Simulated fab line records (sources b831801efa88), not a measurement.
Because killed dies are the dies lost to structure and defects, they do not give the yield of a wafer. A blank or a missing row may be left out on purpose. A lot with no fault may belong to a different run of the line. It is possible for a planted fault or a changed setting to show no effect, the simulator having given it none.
Split-lot experiment -- flow sky130 -- on a route of 708 steps: 5 lots, 23 wafers read

## ON THE SPLIT
At SKY_VIA2_SPUTTER_20 (material TiN, target thk 20 nm, time 80 s), the setting power w was moved away from the recipe's 4000 W on 4 of the 23 wafers read, by -5.1% to +4.2%. This setting was run at the recipe's value on the other wafers.

Reading taken at the split's own step.

## THE READING
TiN_of_VIA2_SPUTTER_20.thk nm (the simulator's own value, which no gauge read), in nm, at SKY_VIA2_SPUTTER_20 (material TiN, target thk 20 nm, time 80 s). No usual value for it is given in the file. Average 20.12 nm, standard deviation 0.16 nm, over the 19 wafers here run with the recipe.

wafer,"tool, chamber at the split","power w as run, W",against the recipe,"TiN_of_VIA2_SPUTTER_20.thk nm, nm",against lot-mates on the recipe
L076.1,"pvd sputter-01, -",4000,recipe,19.92,-
L076.2,"pvd sputter-01, -",4000,recipe,20.21,-
L076.3,"pvd sputter-01, -",4000,recipe,19.86,-
L076.4,"pvd sputter-01, -",4000,recipe,20.13,-
L076.5,"pvd sputter-01, -",4000,recipe,20.04,-
L078.2,"pvd sputter-02, -",4000,recipe,20.33,-
L078.5,"pvd sputter-02, -",4000,recipe,20.02,-
L078.6,"pvd sputter-02, -",4000,recipe,20.23,-
L079.2,"pvd sputter-01, -",4000,recipe,20.11,-
L079.3,"pvd sputter-01, -",4000,recipe,20.18,-
L079.4,"pvd sputter-01, -",4000,recipe,20.05,-
L079.5,"pvd sputter-01, -",4000,recipe,19.89,-
L079.6,"pvd sputter-01, -",4000,recipe,20.1,-
L080.1,"pvd sputter-01, -",4166,+4.2%,21,+0.96
L080.2,"pvd sputter-01, -",4166,+4.2%,21.04,+1.00
L080.3,"pvd sputter-01, -",4000,recipe,19.94,-
L080.4,"pvd sputter-01, -",4000,recipe,20.05,-
L080.5,"pvd sputter-01, -",4000,recipe,20.12,-
L085.1,"pvd sputter-04, -",3794,-5.1%,19.03,-1.34
L085.2,"pvd sputter-04, -",4000,recipe,20.25,-
L085.3,"pvd sputter-04, -",4000,recipe,20.44,-
L085.5,"pvd sputter-04, -",4000,recipe,20.41,-
L085.6,"pvd sputter-04, -",3794,-5.1%,18.84,-1.53

THE FIT
A straight line over all 23 wafers: TiN_of_VIA2_SPUTTER_20.thk nm changes by +0.225 nm for each +1% of power w; r = +0.95; the points scatter about the line by 0.16 nm.
The same after taking each lot's own level away (the mean of its wafers on the recipe; 23 wafers): +0.261 nm for each +1%; r = +0.98; scatter 0.11 nm.
Per that fit: largest power w move, reading shift of 1.3 nm.
Across the lots, their own levels run from 20.032 to 20.367 nm, a range of 2.1 times the standard deviation given above.
So the slope is not independent of the lot-to-lot level: the two fits are not the same.
Check: for one of the wafers moved furthest among these (-5.1%), held out of the fit, the line's prediction against its lot-mates is -1.38 nm. It came out at -1.34 nm against them.

## OTHER SPLITS APPLIED TO THESE WAFERS
Before the reading, these wafers also passed through other splits. Each is held against what the fit with the lots' levels taken away leaves over:
other split on the same wafers,wafers away from the commonest value,r with TiN_of_VIA2_SPUTTER_20.thk nm (lot level and that fit taken away)
SKY_VIA1_COAT_07 spin rpm,4,-0.37
SKY_VIA1_DEVELOP_11 develop time s,9,-0.02
SKY_VIA1_CVD_21 pressure torr,10,+0.10
SKY_METAL2_EXPOSE_12 dose mj,9,+0.06
SKY_METAL2_METAL_ETCH_19 icp w,7,-0.26
SKY_VIA2_CMP_02 leave above ref nm,10,+0.02
SKY_VIA2_DEVELOP_11 dev temp c,12,-0.08

## FILE'S OWN FIT
TiN_of_VIA2_SPUTTER_20.thk nm changes by +0.262 nm for each +1% of power w, r = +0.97.
